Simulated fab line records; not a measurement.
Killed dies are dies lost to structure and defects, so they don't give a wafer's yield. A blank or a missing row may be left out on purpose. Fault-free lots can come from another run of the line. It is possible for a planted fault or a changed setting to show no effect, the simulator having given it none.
Chamber matching || flow gf180mcu || GF_V4_CMP_26 on cmp-01 has 4 sister chambers
The step polishes, stops on SiO2, t overpolish 15 s, target thk 0 nm. 45 wafers are shown with their chamber, then 12 later ones without.

== WAFERS PAIRED WITH THEIR CHAMBERS ==
{"wafer": "L074.3", "chamber": 0, "motorCurrentA (A)": 9.9, "timeToEndpointS (s)": 89, "overpolishRunS (s)": 15.005}
{"wafer": "L074.5", "chamber": 3, "motorCurrentA (A)": 13.2, "timeToEndpointS (s)": 93, "overpolishRunS (s)": 14.989}
{"wafer": "L074.6", "chamber": 2, "motorCurrentA (A)": 12.9, "timeToEndpointS (s)": 84, "overpolishRunS (s)": 15.001}
{"wafer": "L075.2", "chamber": 0, "motorCurrentA (A)": 9.6, "timeToEndpointS (s)": 90, "overpolishRunS (s)": 15.004}
{"wafer": "L075.3", "chamber": 1, "motorCurrentA (A)": 9.6, "timeToEndpointS (s)": 93, "overpolishRunS (s)": 14.995}
{"wafer": "L075.4", "chamber": 2, "motorCurrentA (A)": 12.3, "timeToEndpointS (s)": 90, "overpolishRunS (s)": 15.011}
{"wafer": "L075.1", "chamber": 3, "motorCurrentA (A)": 13.0, "timeToEndpointS (s)": 95, "overpolishRunS (s)": 15.005}
{"wafer": "L075.5", "chamber": 2, "motorCurrentA (A)": 12.8, "timeToEndpointS (s)": 89, "overpolishRunS (s)": 15.009}
{"wafer": "L075.6", "chamber": 1, "motorCurrentA (A)": 10.0, "timeToEndpointS (s)": 89, "overpolishRunS (s)": 15.000}
{"wafer": "L076.1", "chamber": 2, "motorCurrentA (A)": 13.0, "timeToEndpointS (s)": 86, "overpolishRunS (s)": 14.994}
{"wafer": "L076.2", "chamber": 3, "motorCurrentA (A)": 13.1, "timeToEndpointS (s)": 91, "overpolishRunS (s)": 14.999}
{"wafer": "L076.4", "chamber": 0, "motorCurrentA (A)": 10.0, "timeToEndpointS (s)": 85, "overpolishRunS (s)": 14.998}
{"wafer": "L076.3", "chamber": 1, "motorCurrentA (A)": 9.3, "timeToEndpointS (s)": 86, "overpolishRunS (s)": 15.006}
{"wafer": "L076.5", "chamber": 1, "motorCurrentA (A)": 10.0, "timeToEndpointS (s)": 87, "overpolishRunS (s)": 15.017}
{"wafer": "L076.6", "chamber": 0, "motorCurrentA (A)": 10.0, "timeToEndpointS (s)": 90, "overpolishRunS (s)": 15.001}
{"wafer": "L077.2", "chamber": 2, "motorCurrentA (A)": 12.5, "timeToEndpointS (s)": 84, "overpolishRunS (s)": 15.006}
{"wafer": "L077.3", "chamber": 0, "motorCurrentA (A)": 10.2, "timeToEndpointS (s)": 90, "overpolishRunS (s)": 15.008}
{"wafer": "L077.4", "chamber": 1, "motorCurrentA (A)": 9.8, "timeToEndpointS (s)": 89, "overpolishRunS (s)": 14.997}
{"wafer": "L081.2", "chamber": 0, "motorCurrentA (A)": 10.0, "timeToEndpointS (s)": 90, "overpolishRunS (s)": 14.997}
{"wafer": "L081.3", "chamber": 2, "motorCurrentA (A)": 12.9, "timeToEndpointS (s)": 83, "overpolishRunS (s)": 15.002}
{"wafer": "L081.4", "chamber": 1, "motorCurrentA (A)": 9.7, "timeToEndpointS (s)": 86, "overpolishRunS (s)": 15.005}
{"wafer": "L082.3", "chamber": 3, "motorCurrentA (A)": 13.6, "timeToEndpointS (s)": 94, "overpolishRunS (s)": 14.988}
{"wafer": "L082.4", "chamber": 1, "motorCurrentA (A)": 9.6, "timeToEndpointS (s)": 89, "overpolishRunS (s)": 15.003}
{"wafer": "L082.6", "chamber": 1, "motorCurrentA (A)": 9.5, "timeToEndpointS (s)": 91, "overpolishRunS (s)": 15.021}
{"wafer": "L083.2", "chamber": 0, "motorCurrentA (A)": 9.4, "timeToEndpointS (s)": 94, "overpolishRunS (s)": 15.004}
{"wafer": "L083.3", "chamber": 2, "motorCurrentA (A)": 13.1, "timeToEndpointS (s)": 87, "overpolishRunS (s)": 15.011}
{"wafer": "L083.6", "chamber": 0, "motorCurrentA (A)": 9.9, "timeToEndpointS (s)": 91, "overpolishRunS (s)": 15.012}
{"wafer": "L083.1", "chamber": 3, "motorCurrentA (A)": 12.9, "timeToEndpointS (s)": 96, "overpolishRunS (s)": 14.999}
{"wafer": "L083.4", "chamber": 1, "motorCurrentA (A)": 9.7, "timeToEndpointS (s)": 90, "overpolishRunS (s)": 14.995}
{"wafer": "L083.5", "chamber": 1, "motorCurrentA (A)": 10.0, "timeToEndpointS (s)": 90, "overpolishRunS (s)": 14.995}
{"wafer": "L084.3", "chamber": 3, "motorCurrentA (A)": 12.9, "timeToEndpointS (s)": 96, "overpolishRunS (s)": 14.994}
{"wafer": "L084.5", "chamber": 2, "motorCurrentA (A)": 12.3, "timeToEndpointS (s)": 89, "overpolishRunS (s)": 14.990}
{"wafer": "L084.6", "chamber": 1, "motorCurrentA (A)": 9.1, "timeToEndpointS (s)": 93, "overpolishRunS (s)": 14.991}
{"wafer": "L085.1", "chamber": 2, "motorCurrentA (A)": 12.0, "timeToEndpointS (s)": 91, "overpolishRunS (s)": 14.984}
{"wafer": "L085.2", "chamber": 1, "motorCurrentA (A)": 9.4, "timeToEndpointS (s)": 90, "overpolishRunS (s)": 14.984}
{"wafer": "L085.5", "chamber": 3, "motorCurrentA (A)": 12.8, "timeToEndpointS (s)": 97, "overpolishRunS (s)": 14.992}
{"wafer": "L088.2", "chamber": 3, "motorCurrentA (A)": 13.6, "timeToEndpointS (s)": 92, "overpolishRunS (s)": 14.997}
{"wafer": "L088.3", "chamber": 0, "motorCurrentA (A)": 10.0, "timeToEndpointS (s)": 84, "overpolishRunS (s)": 15.003}
{"wafer": "L088.5", "chamber": 2, "motorCurrentA (A)": 12.6, "timeToEndpointS (s)": 82, "overpolishRunS (s)": 15.011}
{"wafer": "L093.2", "chamber": 3, "motorCurrentA (A)": 14.2, "timeToEndpointS (s)": 87, "overpolishRunS (s)": 15.001}
{"wafer": "L093.3", "chamber": 0, "motorCurrentA (A)": 9.9, "timeToEndpointS (s)": 87, "overpolishRunS (s)": 14.999}
{"wafer": "L093.6", "chamber": 3, "motorCurrentA (A)": 13.5, "timeToEndpointS (s)": 92, "overpolishRunS (s)": 15.009}
{"wafer": "L094.2", "chamber": 3, "motorCurrentA (A)": 13.3, "timeToEndpointS (s)": 96, "overpolishRunS (s)": 14.997}
{"wafer": "L094.5", "chamber": 0, "motorCurrentA (A)": 10.2, "timeToEndpointS (s)": 91, "overpolishRunS (s)": 15.005}
{"wafer": "L094.6", "chamber": 3, "motorCurrentA (A)": 13.3, "timeToEndpointS (s)": 96, "overpolishRunS (s)": 14.997}

SIGNATURES (means of the wafers above)
{"reading": "motorCurrentA", "chamber 0": 9.918, "chamber 1": 9.642, "chamber 2": 12.640, "chamber 3": 13.283, "scatter within a chamber": 0.326}
{"reading": "timeToEndpointS", "chamber 0": 89.18, "chamber 1": 89.42, "chamber 2": 86.50, "chamber 3": 93.75, "scatter within a chamber": 2.81}
{"reading": "overpolishRunS", "chamber 0": 15.00327, "chamber 1": 15.00075, "chamber 2": 15.00190, "chamber 3": 14.99725, "scatter within a chamber": 0.00806}
Rule: for each reading, subtract the chamber's mean from the wafer's reading, divide by that reading's scatter and square the result; add these up over the readings and take the root, which gives the wafer's distance from the chamber. The wafer belongs to the nearest chamber; if the next one is less than 2 further off, it can't be placed. How the scatter is found: for the shown wafers, subtract from each reading the mean of its chamber, square and add these, divide the total by (wafers less chambers), then take the root.

== WAFERS MISSING THEIR CHAMBER ==
{"wafer": "L095.1", "motorCurrentA (A)": 13.2, "timeToEndpointS (s)": 91, "overpolishRunS (s)": 15.008}
{"wafer": "L095.4", "motorCurrentA (A)": 10.6, "timeToEndpointS (s)": 87, "overpolishRunS (s)": 14.985}
{"wafer": "L095.5", "motorCurrentA (A)": 10.0, "timeToEndpointS (s)": 85, "overpolishRunS (s)": 14.996}
{"wafer": "L097.2", "motorCurrentA (A)": 13.3, "timeToEndpointS (s)": 88, "overpolishRunS (s)": 15.012}
{"wafer": "L097.3", "motorCurrentA (A)": 10.1, "timeToEndpointS (s)": 88, "overpolishRunS (s)": 15.001}
{"wafer": "L097.4", "motorCurrentA (A)": 9.7, "timeToEndpointS (s)": 82, "overpolishRunS (s)": 15.000}
{"wafer": "L097.1", "motorCurrentA (A)": 12.9, "timeToEndpointS (s)": 83, "overpolishRunS (s)": 15.002}
{"wafer": "L097.5", "motorCurrentA (A)": 9.8, "timeToEndpointS (s)": 86, "overpolishRunS (s)": 14.990}
{"wafer": "L097.6", "motorCurrentA (A)": 12.8, "timeToEndpointS (s)": 82, "overpolishRunS (s)": 15.012}
{"wafer": "L096.1", "motorCurrentA (A)": 12.4, "timeToEndpointS (s)": 85, "overpolishRunS (s)": 14.996}
{"wafer": "L096.2", "motorCurrentA (A)": 10.3, "timeToEndpointS (s)": 86, "overpolishRunS (s)": 14.996}
{"wafer": "L096.6", "motorCurrentA (A)": 12.1, "timeToEndpointS (s)": 83, "overpolishRunS (s)": 14.999}

== THE CHAMBER EACH PASSED THROUGH ==
{"wafer": "L095.1", "from the rows above": "can't be placed: 3 or 2", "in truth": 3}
{"wafer": "L095.4", "from the rows above": "can't be placed: 0 or 1", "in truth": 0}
{"wafer": "L095.5", "from the rows above": "can't be placed: 0 or 1", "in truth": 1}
{"wafer": "L097.2", "from the rows above": "can't be placed: 2 or 3", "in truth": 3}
{"wafer": "L097.3", "from the rows above": "can't be placed: 0 or 1", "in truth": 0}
{"wafer": "L097.4", "from the rows above": "can't be placed: 1 or 0", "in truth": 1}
{"wafer": "L097.1", "from the rows above": 2, "in truth": 2}
{"wafer": "L097.5", "from the rows above": "can't be placed: 1 or 0", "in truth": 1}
{"wafer": "L097.6", "from the rows above": 2, "in truth": 2}
{"wafer": "L096.1", "from the rows above": 2, "in truth": 2}
{"wafer": "L096.2", "from the rows above": "can't be placed: 0 or 1", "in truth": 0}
{"wafer": "L096.6", "from the rows above": 2, "in truth": 2}
4 of 12 placed correctly. From these rows, 8 cannot be placed; in 8 the true chamber is one of the candidates. Wrongly placed: 0.
